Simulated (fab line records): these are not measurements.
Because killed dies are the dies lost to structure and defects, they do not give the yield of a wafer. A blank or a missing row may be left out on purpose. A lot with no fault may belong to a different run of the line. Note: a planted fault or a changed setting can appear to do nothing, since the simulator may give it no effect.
Which tool is to blame? -- flow sky130 -- Sampling: 12 lots, 36 wafers, 4 of 708 route steps

## WHAT EACH GAUGE READ, for each wafer
SKY_VIA3_THK_MEAS_01. Usual: VIA3_HDPCVD_THK 1640 nm, standard deviation 13.
lot,measured,on,VIA3_HDPCVD_THK (nm),flag
L388,day 39 00:10,film_metro-01,1641 1639 1635,
L390,day 39 04:53,film_metro-02,1626 1635 1650,
L392,day 40 01:25,film_metro-02,1643 1653 1637,
L394,day 40 20:10,film_metro-04,1638 1657 1644,
L397,day 41 12:42,film_metro-04,1638 1657 1662,
L398,day 42 00:05,film_metro-02,1614 1631 1648,
L399,day 42 07:37,film_metro-02,1641 1636 1630,
L400,day 42 13:59,film_metro-04,1649 1650 1662,
L402,day 42 21:02,film_metro-01,1625 1633 1653,
L401,day 42 22:46,film_metro-02,1654 1649 1638,
L406,day 43 23:43,film_metro-04,1640 1642 1631,
L410,day 44 18:50,film_metro-04,1644 1637 1638,

SKY_VIA3_BOW_MEAS_03. Usual: VIA3_BOW 80 um, standard deviation 7.6.
lot,measured,on,VIA3_BOW (um),flag
L388,day 39 00:32,film_metro-02,83 83 76,
L390,day 39 05:14,film_metro-01,77 84 76,
L392,day 40 01:48,film_metro-01,80 83 70,
L394,day 40 20:56,film_metro-01,73 84 82,
L397,day 41 13:11,film_metro-04,73 77 68,
L398,day 42 00:26,film_metro-01,77 91 81,
L399,day 42 07:59,film_metro-02,79 74 71,
L400,day 42 14:20,film_metro-02,76 87 88,
L402,day 42 21:24,film_metro-04,77 74 78,
L401,day 42 23:09,film_metro-01,89 72 70,
L406,day 44 00:16,film_metro-02,73 69 74,
L410,day 44 19:12,film_metro-02,100 87 94,

## WHAT TOOL EACH LOT RAN ON (gives the tool, then ch and the chambers of the sampled wafers, and finally the start)
lot,SKY_VIA2_SPUTTER_20,SKY_METAL3_METAL_ETCH_18
L388,"pvd_sputter-03, day 36 17:03","rie_metal-01 ch 1, day 38 23:06"
L390,"pvd_sputter-03, day 36 22:36","rie_metal-02 ch 0, day 39 03:44"
L392,"pvd_sputter-02, day 37 20:00","rie_metal-04 ch 1, day 40 00:23"
L394,"pvd_sputter-02, day 38 15:24","rie_metal-02 ch 0,1, day 40 19:13"
L397,"pvd_sputter-04, day 39 08:03","rie_metal-04 ch 0,1, day 41 11:43"
L398,"pvd_sputter-03, day 39 20:48","rie_metal-04 ch 0,1, day 41 22:44"
L399,"pvd_sputter-03, day 40 04:47","rie_metal-04 ch 0,1, day 42 06:40"
L400,"pvd_sputter-02, day 40 10:38","rie_metal-01 ch 0,1, day 42 13:01"
L402,"pvd_sputter-02, day 40 18:34","rie_metal-04 ch 0,1, day 42 20:04"
L401,"pvd_sputter-02, day 40 19:34","rie_metal-04 ch 0,1, day 42 21:49"
L406,"pvd_sputter-02, day 41 22:56","rie_metal-02 ch 0,1, day 43 22:42"
L410,"pvd_sputter-03, day 42 18:58","rie_metal-02 ch 0,1, day 44 17:24"
- SKY_VIA2_SPUTTER_20: material TiN, target thk 20 nm, time 80 s.
- SKY_METAL3_METAL_ETCH_18: etches the open film in Cl2/BCl3, stops on SiO2, target depth 845 nm, time 183.1 s.

## AS READ BY THE TOOLS THEMSELVES (means over the sampled wafers that have a number; for cases with no such wafer, the mark the record gives instead)
SKY_VIA2_SPUTTER_20. Usual: chamber_pressure_pa 5.000 Pa, standard deviation 0.0089; throttle_valve_pct 30.0 %, standard deviation 0.99.
lot,tool,chamber_pressure_pa (Pa),throttle_valve_pct (%),flag
L388,pvd_sputter-03,5.008,30.2,
L390,pvd_sputter-03,4.993,29.7,
L392,pvd_sputter-02,4.994,29.1,
L394,pvd_sputter-02,5.006,29.3,
L397,pvd_sputter-04,4.990,30.8,
L398,pvd_sputter-03,4.986,30.1,
L399,pvd_sputter-03,5.003,31.2,
L400,pvd_sputter-02,4.993,29.4,
L402,pvd_sputter-02,5.004,29.7,
L401,pvd_sputter-02,4.990,28.4,
L406,pvd_sputter-02,4.993,29.0,
L410,pvd_sputter-03,5.002,30.5,

SKY_METAL3_METAL_ETCH_18. Usual: bias_w 48.47 W, standard deviation 0.14; drypump_motor_current_A 5.8 A, standard deviation 0.39; oes_product_au 0.865 a.u., standard deviation 0.0073; throttle_valve_pct 22.264 %, standard deviation 0.0097.
lot,tool,bias_w (W),drypump_motor_current_A (A),oes_product_au (a.u.),throttle_valve_pct (%),flag
L388,rie_metal-01,48.43,6.0,0.864,22.262,
L390,rie_metal-02,48.43,5.3,0.879,22.266,
L392,rie_metal-04,48.40,6.4,0.867,22.262,
L394,rie_metal-02,48.63,5.5,0.863,22.256,
L397,rie_metal-04,48.51,6.2,0.863,22.268,
L398,rie_metal-04,48.51,6.2,0.871,22.265,
L399,rie_metal-04,45.58,5.9,0.850,22.264,OFF
L400,rie_metal-01,48.58,5.8,0.866,22.261,
L402,rie_metal-04,45.61,6.2,0.865,22.261,OFF
L401,rie_metal-04,45.50,5.9,0.865,22.260,OFF
L406,rie_metal-02,48.40,5.5,0.860,22.260,
L410,rie_metal-02,48.37,5.4,0.869,22.271,

## THE ANSWER, worked out from the rows above alone
Rule: lot off if the mean of its wafers having a number is beyond 3 standard deviations from the usual mean. A lot without any number at a reading at which 4 lots or more have one is off too. Where the step has rows for the other lots, those lots are counted as sound. After the gauges, taken in route order, come the tools' own readings; for these a lot's mean is taken, as printed above. The first step at which some lot is off is used, and at that step the reading that is off furthest; a lot without a number counts as furthest.
Off: L399, L402, L401, at SKY_METAL3_METAL_ETCH_18 (bias_w).
A tool fits if, at that step or a process step before it, it ran every lot that is off, and no sound lot after the first of them. One fits: SKY_METAL3_METAL_ETCH_18 on rie_metal-04. A fault onset in the window from L398 (day 41 22:44, its last sound lot) to L399 (day 42 06:40, its first lot off) fits.
The tool's own readings at SKY_METAL3_METAL_ETCH_18 bear it out: on the lots that are off they differ by more than 5 times the standard deviation of the sound lots' means. bias_w reads 45.56 W there against 48.47 W on the sound lots.

## WHAT WAS PUT IN BY THE SIMULATOR
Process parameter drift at SKY_METAL3_METAL_ETCH_18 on rie_metal-04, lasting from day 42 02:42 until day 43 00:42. The setting bias_w was moved by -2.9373, starting from 48.5. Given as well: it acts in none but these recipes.
Lots struck among those shown: L399, L402, L401. The rule above reached the same finding.
